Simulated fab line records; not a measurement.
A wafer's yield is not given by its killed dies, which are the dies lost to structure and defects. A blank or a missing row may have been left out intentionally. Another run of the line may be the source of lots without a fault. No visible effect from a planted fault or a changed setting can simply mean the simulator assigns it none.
One fault seen from 2 desks || flow sky130 || each desk holds nothing but its own numbers, with what lay behind them at the end

== AT THE TOOL OWNER'S DESK: lpcvd-01 ==
The tool's own readings at SKY_POLY_GATE_CVD_00 (deposits poly-Si, target thk 180 nm, time 720 s): means of the sampled wafers that have a number, for each lot that ran on this tool. Any lot whose mean is over 4 standard deviations away from the usual mean is out of limits and marked OUT; that distance is given in the brackets.
Columns: A = spike_tc_lower_C at SKY_POLY_GATE_CVD_00, usual 620.0 C
{"lot": "L447", "first seen here": "day 13 11:44", "A": 620.7}
{"lot": "L448", "first seen here": "day 14 07:20", "A": 620.5}
{"lot": "L449", "first seen here": "day 14 21:47", "A": 620.4}
{"lot": "L450", "first seen here": "day 15 04:47", "A": 619.9}
{"lot": "L451", "first seen here": "day 15 12:13", "A": 619.4}
{"lot": "L452", "first seen here": "day 15 19:22", "A": 620.7}
{"lot": "L453", "first seen here": "day 16 03:32", "A": 619.7}
{"lot": "L460", "first seen here": "day 18 18:46", "A": 620.6}
{"lot": "L461", "first seen here": "day 19 00:37", "A": 620.7}
{"lot": "L469", "first seen here": "day 21 17:21", "A": 619.7}
{"lot": "L470", "first seen here": "day 21 22:44", "A": 619.5}
Result from this desk: across the 11 lots, nothing is out of limits.

== AT THE METROLOGY DESK ==
Means of the sampled wafers that have a number, per lot and without regard to the tool the lot ran on: this is what the gauges read. Any lot whose mean is over 4 standard deviations away from the usual mean is out of limits and marked OUT; that distance is given in the brackets.
Columns: A = SONOS_ONO_CVD_02_THK at SKY_SONOS_ONO_THK_MEAS_03, usual 10.42 nm; B = POLY_GATE_CVD_00_THK at SKY_POLY_GATE_THK_MEAS_01, usual 179.9 nm
{"lot": "L447", "first seen here": "day 11 05:42", "A": 10.29, "B": 182.4}
{"lot": "L448", "first seen here": "day 11 22:34", "A": 10.10, "B": 179.5}
{"lot": "L449", "first seen here": "day 12 10:28", "A": 10.37, "B": 176.8}
{"lot": "L450", "first seen here": "day 12 16:25", "A": 10.42, "B": 177.2}
{"lot": "L451", "first seen here": "day 13 02:58", "A": 10.38, "B": 179.6}
{"lot": "L452", "first seen here": "day 13 08:05", "A": 10.56, "B": 179.6}
{"lot": "L453", "first seen here": "day 13 16:46", "A": 10.20, "B": 179.0}
{"lot": "L460", "first seen here": "day 16 02:08", "A": 10.68, "B": "107.9 (-38) OUT"}
{"lot": "L461", "first seen here": "day 16 06:20", "A": 10.58, "B": "108.1 (-38) OUT"}
{"lot": "L469", "first seen here": "day 18 23:11", "A": 10.42, "B": 183.7}
{"lot": "L470", "first seen here": "day 19 04:50", "A": 10.47, "B": 180.8}
This desk's result: L460, L461 out of limits, first on L460 (POLY_GATE_CVD_00_THK at SKY_POLY_GATE_THK_MEAS_01), day 18 19:58. L447, L448, L449, L450, L451, L452, L453, L469, L470: within limits.

== BROUGHT TOGETHER ==
L460, L461 would have let the metrology desk raise an alarm at day 18 19:58.
The tool owner's desk saw nothing out of limits.
On record at the tool owner's desk: L460, L461, within its limits.
Every lot named ran SKY_POLY_GATE_CVD_00 on lpcvd-01.

== WHAT THE SIMULATOR HAD PUT IN ==
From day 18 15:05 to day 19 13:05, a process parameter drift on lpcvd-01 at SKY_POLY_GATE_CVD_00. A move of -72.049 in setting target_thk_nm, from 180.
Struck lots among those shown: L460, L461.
Time in hours between the start of the fault and the first out-of-limits reading at each desk: metrology desk, 5.
